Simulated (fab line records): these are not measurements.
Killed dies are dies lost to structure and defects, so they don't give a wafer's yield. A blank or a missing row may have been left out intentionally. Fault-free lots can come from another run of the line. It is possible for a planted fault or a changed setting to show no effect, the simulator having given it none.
fab line records | flow sky130
record: lots: 10 wafers: 30 lastDay: 50
route steps=708 shown VIA1@461 METAL2@487 PAD_OPEN@708
lots with no fault: from the same line, run without faults
startH: hours from the record's opening day to when the first of the lot's shown wafers began | waitH: hours since the lot's step before | " repeats the value in the row above | L1.1+2: one row covering several wafers at once | - either no value or no given start | * or withheld: withheld | < > ~ a bound
route shown NAME@n: names a module that has steps shown in the file, with the first one's number in the route | usual: mean/standard deviation of fault-free wafers | same: alike in all rows | chamber/n: place in a boat | sites: each site's reading | _std_site: how widely they spread, as a standard deviation | _edge_site: outer sites' mean less inner sites' | radiusMm: how far each site lies from the wafer's centre | mask NAME#n: copy n | behind: the most recent tool/chamber to have shaped the wafer | hold: why the lot was held/for how many hours/how that ended | device: transistor that didn't switch, given as n, p or np | end of line: at the end of the route, the tests of the same wafers | for a step that has no rows: nothing shown but its recipe | killed: count of dies lost to structure and defects at first sort (not the wafer's yield) | map: the dies of a wafer, with x for killed, . for not killed, _ for no die there
set.NAME: the run value of the setting; set.NAME@STEP: its run value at that earlier step | model.NAME: the simulator's own value behind a step, which no gauge read
the route's steps for a sample of lots (tables are steps, rows are wafers)
services: from which hour (startH, from the record's first day; less than 0 if before it) a tool's chamber was out of use, for how many hours, and why
== steps ==
step: SKY_VIA1_BOW_MEAS_03
recipe: mode: bow
usual: VIA1_BOW: 81/7.1
columns lot.wafer tool chamber startH waitH VIA1_BOW[um]
L979.2 filmMetro-02 - 754.57 0.2 88
L979.4 " - " " 87
L979.5 " - " " 84
L980.2 filmMetro-04 - 771.99 0.1 85
L980.3 " - " " 85
L980.5 " - " " 76
L985.2 filmMetro-04 - 813.46 0.2 90
L985.4 " - " " 86
L985.6 " - " " 88
L989.1 filmMetro-04 - 838.74 0.2 70
L989.3 " - " " 75
L989.4 " - " " 65
L988.1 filmMetro-02 - 841.09 0.2 83
L988.4 " - " " 80
L988.5 " - " " 84
L991.2 filmMetro-04 - 859.31 0.2 86
L991.3 " - " " 81
L991.6 " - " " 77
L993.3 filmMetro-04 - 875.64 0.2 90
L993.5 " - " " 72
L993.6 " - " " 68
L997.1 filmMetro-04 - 902.24 0.2 96
L997.4 " - " " 88
L997.5 " - " " 79
L999.1 filmMetro-02 - 911.71 0.1 77
L999.2 " - " " 82
L999.4 " - " " 79
L102.2 filmMetro-04 - 926.91 0.2 98
L102.5 " - " " 88
L102.6 " - " " 95
step: SKY_VIA1_ETCH_14
recipe: chemistry: N2/H2 target: BARC ionEnergyEv: 200 sourceW: 500 biasW: 100 pressureMtorr: 30 n2FlowSccm: 100 h2FlowSccm: 200 stopOn: SiO2 timeS: 45.9 targetDepthA: 600
usual: drypumpMotorCurrentA: 5.9/0.39 h2FlowSccm: 200.1/0.59 oesProductAu: 0.855/0.0051 throttleValvePct: 13.226/0.0079
columns lot.wafer tool chamber startH waitH drypumpMotorCurrentA h2FlowSccm oesProductAu rfHoursCounterH throttleValvePct
L979.2 rieDiel-01 0 782.16 0.0 5.8 199.9 0.853 6 13.226
L979.4 " 1 " " 5.9 200.3 0.864 7 13.226
L979.5 " 2 " " 6.0 199.8 0.848 - 13.236
L980.2 rieDiel-03 3 800.78 0.0 6.4 199.2 0.855 4 13.235
L980.3 " 1 " " 5.9 200.8 0.852 6 13.225
L980.5 " 2 " " 5.0 198.5 0.854 - 13.223
L985.2 rieDiel-02 2 839.80 0.0 6.3 200.7 0.857 6 13.207
L985.4 " 1 " " 5.6 200.5 0.852 6 13.231
L985.6 " 0 " " 5.5 199.6 0.857 - 13.225
L989.1 rieDiel-02 1 865.50 0.0 5.5 200.6 0.853 7 13.245
L989.3 " 2 " " 6.3 200.1 0.852 7 13.218
L989.4 " 0 " " 5.5 200.2 0.853 5 13.227
L988.1 rieDiel-02 2 867.15 0.0 6.3 200.8 0.855 7 13.236
L988.4 " 0 " " 5.5 199.4 0.854 5 13.222
L988.5 " 0 " " 5.5 199.8 0.857 - 13.235
L991.2 rieDiel-03 3 885.36 0.0 6.4 200.1 0.861 7 13.226
L991.3 " 1 " " 5.9 199.4 0.864 8 13.233
L991.6 " 1 " " 5.9 199.1 0.851 - 13.217
L993.3 rieDiel-03 2 901.81 0.0 5.0 200.5 0.854 23 13.234
L993.5 " 1 " " 5.9 200.4 0.858 - 13.220
L993.6 " 2 " " 5.0 200.6 0.851 - 13.231
L997.1 rieDiel-03 3 927.16 0.0 6.4 201.0 0.859 8 13.229
L997.4 " 0 " " 6.4 200.9 0.855 13 13.217
L997.5 " 3 " " 6.4 200.6 0.856 - 13.215
L999.1 rieDiel-01 0 937.06 0.0 5.7 200.3 0.851 10 13.231
L999.2 " 2 " " 6.0 200.6 0.858 19 13.230
L999.4 " 3 " " 5.7 200.1 0.856 12 13.225
L102.2 rieDiel-02 0 951.95 0.0 5.5 199.6 0.859 8 13.225
L102.5 " 1 " " 5.6 200.5 0.857 - 13.239
L102.6 " 2 " " 6.3 199.6 0.854 - 13.216
step: SKY_VIA1_SPUTTER_20
recipe: material: TiN targetThkNm: 20 chamberPressurePa: 5 powerW: 4000 timeS: 80
usual: chamberPressurePa: 5.000/0.0094 throttleValvePct: 30.0/1.1
columns lot.wafer tool chamber startH waitH chamberPressurePa throttleValvePct
L979.2 pvdSputter-02 - 782.84 0.0 4.995 29.8
L979.4 " - " " 4.992 30.7
L979.5 " - " " 4.995 29.3
L980.2 pvdSputter-02 - 801.46 0.0 5.002 29.3
L980.3 " - " " 4.996 28.2
L980.5 " - " " 5.009 28.0
L985.2 pvdSputter-03 - 840.64 0.0 4.983 30.5
L985.4 " - " " 5.003 31.7
L985.6 " - " " 4.994 29.5
L989.1 pvdSputter-03 - 866.23 0.0 3.938 35.7
L989.3 " - " " 3.950 34.9
L989.4 " - " " 3.952 33.1
L988.1 pvdSputter-03 - 867.87 0.0 3.934 35.8
L988.4 " - " " 3.939 33.0
L988.5 " - " " 3.939 35.6
L991.2 pvdSputter-01 - 886.05 0.0 4.990 31.6
L991.3 " - " " 4.994 30.9
L991.6 " - " " 4.984 31.5
L993.3 pvdSputter-02 - 902.52 0.0 4.994 30.5
L993.5 " - " " 5.015 29.7
L993.6 " - " " 5.000 27.9
L997.1 pvdSputter-01 - 927.85 0.0 5.012 30.4
L997.4 " - " " 4.996 29.2
L997.5 " - " " 5.006 30.4
L999.1 pvdSputter-02 - 937.78 0.0 4.983 30.3
L999.2 " - " " 4.998 29.5
L999.4 " - " " 5.008 27.9
L102.2 pvdSputter-03 - 952.63 0.0 4.987 29.8
L102.5 " - " " 5.006 29.7
L102.6 " - " " 4.987 31.5
step: SKY_METAL2_SPUTTER_04
recipe: material: TiN targetThkNm: 70 powerW: 6500 timeS: 58.3 chamberPressurePa: 0.4
usual: chamberPressurePa: 0.4001/0.00082 throttleValvePct: 30.4/0.87
columns lot.wafer tool chamber startH waitH chamberPressurePa throttleValvePct
L979.2 pvdSputter-04 - 783.56 0.0 0.3996 30.7
L979.4 " - " " 0.3991 30.9
L979.5 " - " " 0.3997 31.0
L980.2 pvdSputter-04 - 802.58 0.0 0.4000 31.0
L980.3 " - " " 0.3993 30.3
L980.5 " - " " 0.4010 30.9
L985.2 pvdSputter-04 - 841.36 0.0 0.4007 30.3
L985.4 " - " " 0.4013 30.5
L985.6 " - " " 0.4010 30.8
L989.1 pvdSputter-02 - 866.95 0.0 0.3994 28.0
L989.3 " - " " 0.3998 29.2
L989.4 " - " " 0.3998 30.5
L988.1 pvdSputter-02 - 868.59 0.0 0.3994 27.9
L988.4 " - " " 0.3994 29.4
L988.5 " - " " 0.4008 30.0
L991.2 pvdSputter-02 - 886.89 0.0 0.4005 29.5
L991.3 " - " " 0.3995 30.4
L991.6 " - " " 0.3994 27.6
L993.3 pvdSputter-01 - 903.24 0.0 0.4000 30.0
L993.5 " - " " 0.4001 31.5
L993.6 " - " " 0.3991 30.3
L997.1 pvdSputter-02 - 928.58 0.0 0.3995 28.0
L997.4 " - " " 0.4003 29.4
L997.5 " - " " 0.4011 29.9
L999.1 pvdSputter-04 - 938.50 0.0 0.3995 30.9
L999.2 " - " " 0.4005 30.9
L999.4 " - " " 0.4007 30.4
L102.2 pvdSputter-01 - 953.36 0.0 0.4002 30.2
L102.5 " - " " 0.4004 29.1
L102.6 " - " " 0.3991 30.7
step: SKY_PAD_OPEN_PROBE_99
usual: defectLimitedYield: 82.6/1.9 killed_at_M0_to_M3: 43/6.5 killed_at_M4_up: 3.2/1.8 killedAtContacts: 24/5 killedAtFrontEnd: 15/4.1 killedAtOther: 0.3/0.54 killedDies: 85/9.3 killedOnRim: 16/4.1 killedOpen: 47/7.2 killedShort: 39/5.9 sort_bin_3_pad_short: 0.9/0.4 sort_bin_5_function: 10.3/1.5 sort_bin_6_memory: 6.2/1.2 sortNPass: 407/9.3 sortYieldPct: 82.6/1.9
same: grossDies: 492 killedAtBackSide: 0 sort_bin_4_leakage[%]: 0 sort_bin_8_speed[%]: 0
columns lot.wafer tool chamber startH waitH defectLimitedYield[%] killed_at_M0_to_M3 killed_at_M4_up killedAtContacts killedAtFrontEnd killedAtOther killedDies killedOnRim killedOpen killedShort sort_bin_3_pad_short[%] sort_bin_5_function[%] sort_bin_6_memory[%] sortNPass sortYieldPct[%]
L979.2 prober-02 - 1065.43 0.1 84.6 42 3 17 14 0 76 19 37 39 0.6 8.1 6.7 416 84.6
L979.4 prober-02 - 1065.53 0.2 86.6 35 1 17 11 2 66 12 32 33 0.6 7.1 5.7 426 86.6
L979.5 prober-02 - 1065.58 0.2 82.9 43 10 15 15 1 84 9 50 32 1.0 8.9 7.1 408 82.9
L980.2 prober-01 - 1083.61 0.1 83.3 38 2 31 11 0 82 17 43 38 1.4 9.6 5.7 410 83.3
L980.3 prober-01 - 1083.66 0.2 81.5 49 2 29 11 0 91 19 52 38 0.6 12.6 5.3 401 81.5
L980.5 prober-01 - 1083.76 0.2 81.7 46 5 22 17 0 90 7 54 36 0.4 11.8 6.1 402 81.7
L985.2 prober-02 - 1114.49 0.1 82.9 46 3 25 10 0 84 14 40 44 1.4 10.2 5.5 408 82.9
L985.4 prober-02 - 1114.59 0.2 84.1 39 1 22 16 0 78 14 35 43 1.0 8.5 6.3 414 84.1
L985.6 prober-02 - 1114.69 0.2 78.9 45 3 38 18 0 104 26 63 40 1.4 12.0 7.7 388 78.9
L989.1 prober-02 - 1132.26 0.1 82.1 45 2 27 14 0 88 14 46 42 1.2 11.0 5.7 404 82.1
L989.3 prober-02 - 1132.36 0.2 79.5 58 4 16 23 0 101 27 54 47 0.8 12.8 6.9 391 79.5
L989.4 prober-02 - 1132.41 0.2 84.8 51 1 14 9 0 75 15 44 31 1.4 9.8 4.1 417 84.8
L988.1 prober-01 - 1134.20 0.1 83.5 43 2 23 13 0 81 16 53 28 0 11.2 5.3 411 83.5
L988.4 prober-01 - 1134.35 0.2 81.5 41 4 25 21 0 91 18 48 42 0.6 12.8 5.1 401 81.5
L988.5 prober-01 - 1134.40 0.2 79.7 54 5 26 15 0 100 19 52 47 1.2 10.8 8.3 392 79.7
L991.2 prober-02 - 1146.75 0.1 80.1 52 1 29 16 0 98 22 55 43 0.8 10.0 9.1 394 80.1
L991.3 prober-02 - 1146.80 0.2 86.2 33 4 17 14 0 68 14 39 29 0.4 9.6 3.9 424 86.2
L991.6 prober-02 - 1146.95 0.2 81.3 50 3 22 17 0 92 16 47 45 1.4 11.6 5.7 400 81.3
L993.3 prober-01 - 1159.21 0.2 83.5 42 1 22 15 1 81 11 46 35 0.6 7.9 7.9 411 83.5
L993.5 prober-01 - 1159.31 0.2 80.1 41 2 30 25 0 98 20 45 53 1.0 11.2 7.7 394 80.1
L993.6 prober-01 - 1159.36 0.2 82.7 39 1 32 13 0 85 18 53 31 0.6 11.6 5.1 407 82.7
L997.1 prober-02 - 1177.37 0.1 84.6 38 4 21 12 1 76 17 38 36 0.4 8.9 6.1 416 84.6
L997.4 prober-02 - 1177.52 0.2 81.3 49 2 19 22 0 92 15 51 40 0.6 10.4 7.7 400 81.3
L997.5 prober-02 - 1177.57 0.2 84.1 42 5 18 13 0 78 14 34 43 0.8 9.6 5.5 414 84.1
L999.1 prober-02 - 1184.23 0.1 84.6 37 3 16 18 2 76 14 41 35 0.2 9.1 6.1 416 84.6
L999.2 prober-02 - 1184.28 0.1 81.9 43 4 27 15 0 89 17 44 45 1.4 8.7 7.9 403 81.9
L999.4 prober-02 - 1184.38 0.2 80.1 50 6 27 15 0 98 17 59 39 0.8 12.6 6.5 394 80.1
L102.2 prober-02 - 1191.72 0.1 83.5 41 2 25 12 1 81 15 44 36 1.4 8.5 6.5 411 83.5
L102.5 prober-02 - 1191.87 0.2 81.7 46 2 25 17 0 90 12 46 44 0.4 11.8 6.1 402 81.7
L102.6 prober-02 - 1191.92 0.2 83.3 46 4 21 11 0 82 19 42 40 0.6 8.5 7.5 410 83.3
killed by level:class
L979.2 VIA1:geometricParticle:open=9 CONTACT:geometricParticle:open=9 METAL1:geometricParticle:short=8 VIA1:geometricParticle:short=6 METAL2:geometricParticle:short=5 VIA2:geometricParticle:open=5 FIELD_ISO:geometricParticle:short=3 FIELD_ISO:geometricParticle:open=3
L979.4 METAL2:geometricParticle:short=6 POLY_GATE:geometricParticle:open=5 LI_CONTACT:geometricParticle:open=5 CONTACT:geometricParticle:open=5 METAL1:geometricParticle:short=5 VIA1:geometricParticle:open=5 VIA2:geometricParticle:open=5 VIA3:geometricParticle:open=4
L979.5 VIA1:geometricParticle:open=8 VIA3:geometricParticle:open=8 VIA2:geometricParticle:open=7 LI_CONTACT:geometricParticle:open=6 METAL4:geometricParticle:short=6 POLY_GATE:geometricParticle:open=5 CONTACT:geometricParticle:open=4 METAL2:geometricParticle:short=4
L980.2 CONTACT:geometricParticle:open=11 VIA1:geometricParticle:open=9 LI_CONTACT:geometricParticle:open=8 METAL2:geometricParticle:short=7 VIA2:geometricParticle:open=5 LI_CONTACT:geometricParticle:short=4 LOCAL_INTERCONNECT:geometricParticle:short=4 CONTACT:geometricParticle:short=4
L980.3 VIA1:geometricParticle:open=15 CONTACT:geometricParticle:open=14 VIA2:geometricParticle:open=7 VIA3:geometricParticle:open=6 LOCAL_INTERCONNECT:geometricParticle:short=5 CONTACT:geometricParticle:short=5 VIA1:geometricParticle:short=4 METAL2:geometricParticle:short=4
L980.5 VIA1:geometricParticle:open=11 VIA2:geometricParticle:open=11 CONTACT:geometricParticle:open=6 FIELD_ISO:geometricParticle:open=5 FIELD_ISO:geometricParticle:short=5 LI_CONTACT:geometricParticle:open=5 CONTACT:geometricParticle:short=5 VIA1:geometricParticle:short=5
L985.2 VIA1:geometricParticle:open=7 VIA2:geometricParticle:open=6 CONTACT:geometricParticle:open=6 VIA3:geometricParticle:open=6 VIA1:geometricParticle:short=6 VIA2:geometricParticle:short=6 LI_CONTACT:geometricParticle:open=5 CONTACT:geometricParticle:short=5
L985.4 LI_CONTACT:geometricParticle:open=8 FIELD_ISO:geometricParticle:short=7 VIA3:geometricParticle:open=7 METAL2:geometricParticle:short=7 METAL1:geometricParticle:short=6 LI_CONTACT:geometricParticle:short=4 CONTACT:geometricParticle:short=4 VIA1:geometricParticle:open=4
L985.6 CONTACT:geometricParticle:open=13 VIA1:geometricParticle:open=10 CONTACT:geometricParticle:short=9 LI_CONTACT:geometricParticle:open=8 LOCAL_INTERCONNECT:geometricParticle:short=7 VIA3:geometricParticle:open=7 METAL2:geometricParticle:short=7 FIELD_ISO:geometricParticle:open=6
L989.1 VIA1:geometricParticle:open=12 CONTACT:geometricParticle:open=10 VIA3:geometricParticle:open=9 CONTACT:geometricParticle:short=7 METAL1:geometricParticle:short=5 VIA1:geometricParticle:short=5 POLY_GATE:geometricParticle:short=4 LI_CONTACT:geometricParticle:open=4
L989.3 VIA1:geometricParticle:open=18 METAL1:geometricParticle:short=9 FIELD_ISO:geometricParticle:open=8 METAL2:geometricParticle:short=7 FIELD_ISO:geometricParticle:short=6 CONTACT:geometricParticle:open=6 VIA1:geometricParticle:short=5 VIA3:geometricParticle:open=5
L989.4 VIA1:geometricParticle:open=12 VIA2:geometricParticle:open=8 CONTACT:geometricParticle:open=6 METAL1:geometricParticle:short=6 VIA3:geometricParticle:open=5 FIELD_ISO:geometricParticle:short=4 VIA1:geometricParticle:short=4 METAL2:geometricParticle:open=4
L988.1 CONTACT:geometricParticle:open=11 VIA1:geometricParticle:open=10 VIA2:geometricParticle:open=7 VIA3:geometricParticle:open=7 FIELD_ISO:geometricParticle:open=6 LI_CONTACT:geometricParticle:open=5 METAL1:geometricParticle:short=5 FIELD_ISO:geometricParticle:short=3
L988.4 VIA1:geometricParticle:open=8 CONTACT:geometricParticle:short=7 CONTACT:geometricParticle:open=6 VIA2:geometricParticle:open=6 FIELD_ISO:geometricParticle:open=5 METAL1:geometricParticle:short=5 VIA1:geometricParticle:short=5 METAL2:geometricParticle:short=5
L988.5 VIA1:geometricParticle:open=16 VIA3:geometricParticle:open=12 CONTACT:geometricParticle:open=9 CONTACT:geometricParticle:short=7 SPACER:geometricParticle:short=6 METAL2:geometricParticle:short=6 VIA1:geometricParticle:short=5 VIA2:geometricParticle:open=5
L991.2 VIA1:geometricParticle:open=17 CONTACT:geometricParticle:open=13 VIA2:geometricParticle:open=7 FIELD_ISO:geometricParticle:short=5 CONTACT:geometricParticle:short=5 VIA2:geometricParticle:short=5 LI_CONTACT:geometricParticle:open=4 METAL2:geometricParticle:short=4
L991.3 VIA1:geometricParticle:open=10 FIELD_ISO:geometricParticle:short=6 LI_CONTACT:geometricParticle:open=6 CONTACT:geometricParticle:short=5 CONTACT:geometricParticle:open=5 METAL2:geometricParticle:short=5 VIA3:geometricParticle:open=5 POLY_GATE:geometricParticle:open=4
L991.6 VIA1:geometricParticle:open=13 CONTACT:geometricParticle:open=8 METAL1:geometricParticle:short=7 VIA2:geometricParticle:open=7 FIELD_ISO:geometricParticle:short=6 LOCAL_INTERCONNECT:geometricParticle:short=5 FIELD_ISO:geometricParticle:open=4 LI_CONTACT:geometricParticle:open=4
L993.3 VIA2:geometricParticle:open=12 CONTACT:geometricParticle:open=11 FIELD_ISO:geometricParticle:open=5 LOCAL_INTERCONNECT:geometricParticle:short=5 VIA1:geometricParticle:open=5 VIA1:geometricParticle:short=5 METAL2:geometricParticle:short=5 METAL3:geometricParticle:short=4
L993.5 CONTACT:geometricParticle:open=13 FIELD_ISO:geometricParticle:short=10 VIA1:geometricParticle:open=9 VIA2:geometricParticle:open=7 CONTACT:geometricParticle:short=6 VIA1:geometricParticle:short=6 LI_CONTACT:geometricParticle:open=5 METAL1:geometricParticle:short=5
L993.6 CONTACT:geometricParticle:open=16 VIA1:geometricParticle:open=12 METAL1:geometricParticle:short=6 LI_CONTACT:geometricParticle:open=5 METAL2:geometricParticle:short=5 LI_CONTACT:geometricParticle:short=4 LOCAL_INTERCONNECT:geometricParticle:short=4 VIA2:geometricParticle:open=4
L997.1 VIA1:geometricParticle:open=9 LOCAL_INTERCONNECT:geometricParticle:short=6 CONTACT:geometricParticle:open=6 VIA2:geometricParticle:open=6 METAL1:geometricParticle:short=5 VIA3:geometricParticle:open=5 METAL4:geometricParticle:short=4 VIA2:geometricParticle:short=4
L997.4 VIA1:geometricParticle:open=11 METAL1:geometricParticle:short=10 CONTACT:geometricParticle:open=8 LI_CONTACT:geometricParticle:open=7 FIELD_ISO:geometricParticle:short=5 FIELD_ISO:geometricParticle:open=4 METAL3:geometricParticle:short=4 VIA2:geometricParticle:open=4
L997.5 VIA1:geometricParticle:open=7 METAL1:geometricParticle:short=6 VIA2:geometricParticle:open=6 CONTACT:geometricParticle:open=5 METAL3:geometricParticle:short=5 METAL2:geometricParticle:short=4 LOCAL_INTERCONNECT:geometricParticle:short=4 CONTACT:geometricParticle:short=4
L999.1 VIA1:geometricParticle:open=9 METAL2:geometricParticle:short=7 CONTACT:geometricParticle:open=6 FIELD_ISO:geometricParticle:open=5 POLY_GATE:geometricParticle:open=4 VIA1:geometricParticle:short=4 CONTACT:geometricParticle:short=4 METAL2:geometricParticle:open=4
L999.2 VIA1:geometricParticle:open=12 CONTACT:geometricParticle:open=9 VIA1:geometricParticle:short=7 LI_CONTACT:geometricParticle:open=6 VIA3:geometricParticle:open=5 METAL2:geometricParticle:short=5 CONTACT:geometricParticle:short=5 VIA3:geometricParticle:short=5
L999.4 VIA1:geometricParticle:open=14 LI_CONTACT:geometricParticle:open=11 CONTACT:geometricParticle:open=7 FIELD_ISO:geometricParticle:short=6 VIA1:geometricParticle:short=6 VIA2:geometricParticle:open=6 FIELD_ISO:geometricParticle:open=5 VIA3:geometricParticle:open=5
L102.2 VIA1:geometricParticle:open=11 LOCAL_INTERCONNECT:geometricParticle:short=10 CONTACT:geometricParticle:open=7 VIA2:geometricParticle:open=7 VIA1:geometricParticle:short=6 FIELD_ISO:geometricParticle:open=5 VIA3:geometricParticle:open=4 FIELD_ISO:geometricParticle:short=3
L102.5 VIA1:geometricParticle:open=11 VIA2:geometricParticle:open=7 LI_CONTACT:geometricParticle:open=6 METAL2:geometricParticle:short=5 LI_CONTACT:geometricParticle:short=5 CONTACT:geometricParticle:open=5 CONTACT:geometricParticle:short=5 VIA2:geometricParticle:short=5
L102.6 VIA1:geometricParticle:open=11 METAL1:geometricParticle:short=9 LI_CONTACT:geometricParticle:open=6 CONTACT:geometricParticle:open=6 VIA3:geometricParticle:open=6 VIA1:geometricParticle:short=5 CONTACT:geometricParticle:short=5 METAL3:geometricParticle:short=4
== services ==
columns tool chamber startH hours kind
rieDiel-01 0 761.67 13.6 repair
rieDiel-03 - 770.88 0.5 repair
pvdSputter-01 - 775.36 1.7 repair
rieDiel-03 1 776.43 6.7 repair
pvdSputter-02 - 789.61 2.8 repair
rieDiel-02 0 792.24 3.8 repair
rieDiel-02 0 801.27 6.8 repair
pvdSputter-01 - 801.59 0.9 repair
rieDiel-02 2 806.87 10.0 repair
pvdSputter-04 - 808.97 1.4 repair
pvdSputter-04 - 816.75 6.7 repair
rieDiel-02 3 831.97 1.7 repair
rieDiel-03 3 862.10 5.1 repair
rieDiel-01 3 924.05 4.1 repair
pvdSputter-02 - 929.54 5.4 repair
pvdSputter-01 - 930.89 0.5 repair
rieDiel-01 3 951.06 4.3 repair
== key ==
firstSign: step: SKY_VIA1_SPUTTER_20 reading: chamberPressurePa direction: down sigmas: 99+ usual: 5.000 struck: 3.942
effect: step: SKY_VIA1_SPUTTER_20 reading: throttleValvePct direction: up sigmas: 4.5 usual: 30.0 struck: 34.7
metAt SKY_VIA1_SPUTTER_20
struckLots L988,L989
notActingAt SKY_VIA1_BOW_MEAS_03,SKY_VIA1_ETCH_14,SKY_METAL2_SPUTTER_04
onsetBetween 840.64 866.23
fault: kind: processParameterDrift tool: pvdSputter-03 chamber: - onsetH: 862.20 steps: SKY_VIA1_SPUTTER_20 channel: chamberPressurePa offset: -1.0555 shape: step endH: 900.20 actsIn: theseRecipesOnly stated: 5
